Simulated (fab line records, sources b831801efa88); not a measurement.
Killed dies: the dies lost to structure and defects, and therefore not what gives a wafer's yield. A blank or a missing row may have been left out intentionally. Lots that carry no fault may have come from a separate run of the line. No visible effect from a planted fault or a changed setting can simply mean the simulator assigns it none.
A struck lot beside a sound one / flow sky130 / 42 steps out of a route of 708
Sound: wafers L568.2, L568.4, L568.6. The struck wafers were L584.1, L584.2, L584.4. The cause comes at the end.
Per side, at each step with rows, come the tool, then ch with its chambers, and then its first start. Under that, the readings that differ: sound wafers / struck wafers / difference of the means / sigmas: that difference in standard deviations of wafers without a fault.
alike: readings whose means differ by less than 2 such deviations, and words and numbers that are the same on both sides. not compared: withheld readings, readings that some wafer has no value for, bounds like >300 that may hide the same value, and numbers for which the record gives no deviation and whose values overlap.
Wherever a step has rows on one side only, a row that says differs or no value, or a row with sigmas, the two part there. Numbers that have no deviation but don't overlap get no sigmas and don't part them. A reading missing from all wafers of one side parts the sides only when that side holds two or more wafers.

first, 1 step without rows for these wafers: SKY_DNWELL_IMPLANT_07.
SKY_DNWELL_STRIP_08: strips in O2/N2.
  sound on plasma-asher-04 ch 0,1, day 3 20:31; struck on plasma-asher-04 ch 0,1, day 7 01:07
  alike: drypump-motor-current-A, oes-product-au, strip-time-to-endpoint-s
  not compared: rf-hours-counter-h
SKY_DNWELL_TW_MEAS_09:
  sound on film-metro-03, day 3 20:38; struck on film-metro-01, day 7 01:13
reading=DNWELL_TW; sound=1129 1135 1133; struck=1109 1108 1109; difference=-24; sigmas=-2
then, 7 steps without rows for these wafers: SKY_PWDE_DEHYDRATE_00 (time 60 s); SKY_PWDE_HMDS_01 (prime time 60 s); SKY_PWDE_COAT_02 (resist thk 3000 nm); SKY_PWDE_SOFTBAKE_03; SKY_PWDE_EXPOSE_04 (exposes mask PWDEM, target cd 840 nm); SKY_PWDE_PEB_05; SKY_PWDE_DEVELOP_06 (develop time 60 s).
SKY_PWDE_OVL_MEAS_07:
  sound on overlay-02, day 4 12:07; struck on overlay-02, day 7 19:46
  alike: PWDE_OVL
following that, these wafers have no rows for 1 step: SKY_PWDE_IMPLANT_08.
SKY_PWDE_STRIP_09: strips in O2/N2.
  sound on plasma-asher-02 ch 0, day 4 12:18; struck on plasma-asher-04 ch 0,1, day 7 19:57
reading=drypump-motor-current-A (A); sound=5.54 5.59 5.56; struck=6.14 5.83 6.13; difference=+0.47; sigmas=+2
  alike: oes-product-au, strip-time-to-endpoint-s
  not compared: rf-hours-counter-h
SKY_PWDE_TW_MEAS_10:
  sound on film-metro-01, day 4 12:25; struck on film-metro-02, day 7 20:03
  alike: PWDE_TW
then, 7 steps without rows for these wafers: SKY_NWELL_DEHYDRATE_03 (time 60 s); SKY_NWELL_HMDS_04 (prime time 60 s); SKY_NWELL_COAT_05 (resist thk 3000 nm); SKY_NWELL_SOFTBAKE_06; SKY_NWELL_EXPOSE_07 (exposes mask NWM, target cd 840 nm); SKY_NWELL_PEB_08; SKY_NWELL_DEVELOP_09 (develop time 60 s).
SKY_NWELL_OVL_MEAS_10:
  sound on overlay-01, day 5 05:44; struck on overlay-02, day 8 16:14
  alike: NWELL_00_OVL
then, 3 steps without rows for these wafers: SKY_NWELL_IMPLANT_11; SKY_NWELL_IMPLANT_12; SKY_NWELL_IMPLANT_13.
SKY_NWELL_STRIP_14: strips in O2/N2.
  sound on plasma-asher-02 ch 1, day 5 06:13; struck on plasma-asher-01 ch 0,1, day 8 16:43
  alike: drypump-motor-current-A, oes-product-au, strip-time-to-endpoint-s
  not compared: rf-hours-counter-h
SKY_NWELL_TW_MEAS_15:
  sound on film-metro-02, day 5 06:19; struck on film-metro-03, day 8 16:49
  alike: NWELL_TW
then, 7 steps without rows for these wafers: SKY_NWELL_DEHYDRATE_16 (time 60 s); SKY_NWELL_HMDS_17 (prime time 60 s); SKY_NWELL_COAT_18 (resist thk 3000 nm); SKY_NWELL_SOFTBAKE_19; SKY_NWELL_EXPOSE_20 (exposes mask NWM COMPLEMENT, target cd 840 nm); SKY_NWELL_PEB_21; SKY_NWELL_DEVELOP_22 (develop time 60 s).
SKY_NWELL_OVL_MEAS_23:
  sound on overlay-01, day 5 23:47; struck on overlay-01, day 9 14:02
  alike: NWELL_01_OVL
following that, these wafers have no rows for 1 step: SKY_NWELL_IMPLANT_24.
SKY_NWELL_STRIP_25: strips in O2/N2.
  sound on plasma-asher-01 ch 0,1, day 5 23:58; struck on plasma-asher-03 ch 0,1, day 9 14:13
  alike: drypump-motor-current-A, oes-product-au, strip-time-to-endpoint-s
  not compared: rf-hours-counter-h
SKY_NWELL_TW_MEAS_26:
  sound on film-metro-03, day 6 00:04; struck on film-metro-03, day 9 14:19
  alike: NWELL_2_TW
then, 1 step without rows for these wafers: SKY_NWELL_CLEAN_27 (cleans in SC1/SC2, time 150 s).
SKY_NWELL_RTA_28: time 30 s.
  sound on rtp-anneal-02 ch 0, day 6 00:11; struck on rtp-anneal-02 ch 0, day 9 14:25
  alike: anneal-temp-c-max, lamp-power-pct, wafer_temp_C_max
SKY_NWELL_RS_MEAS_29: a four-point-probe measurement.
  sound on film-metro-03, day 6 00:17; struck on film-metro-02, day 9 14:31
  alike: NWELL_RS
-- the record jumps here: 40 days lie between the struck wafers' starts before and after (it left off in module NWELL and takes up again in module PAD_OPEN, whose first step shown is number 708 of the route) --
SKY_PAD_OPEN_PROBE_99:
  sound on prober-01, day 46 08:57; struck on prober-02, day 49 23:50
reading=hold; sound=- - -; struck=await-dispo/3.1h/release await-dispo/3.1h/release await-dispo/3.1h/release; difference=no value on the sound wafers; sigmas=
reading=killed-at-front-end; sound=11 21 22; struck=52 58 60; difference=+39; sigmas=+9
reading=killed-dies; sound=83 94 91; struck=120 132 130; difference=+38; sigmas=+4
  alike: killed_at_M0_to_M3, killed_at_M4_up, killed-at-contacts, killed-at-other, killed-open, killed-short

## WHERE THEY PART
First at SKY_DNWELL_TW_MEAS_09; last, within this record, at SKY_PAD_OPEN_PROBE_99.

WHY: what the simulator had put in
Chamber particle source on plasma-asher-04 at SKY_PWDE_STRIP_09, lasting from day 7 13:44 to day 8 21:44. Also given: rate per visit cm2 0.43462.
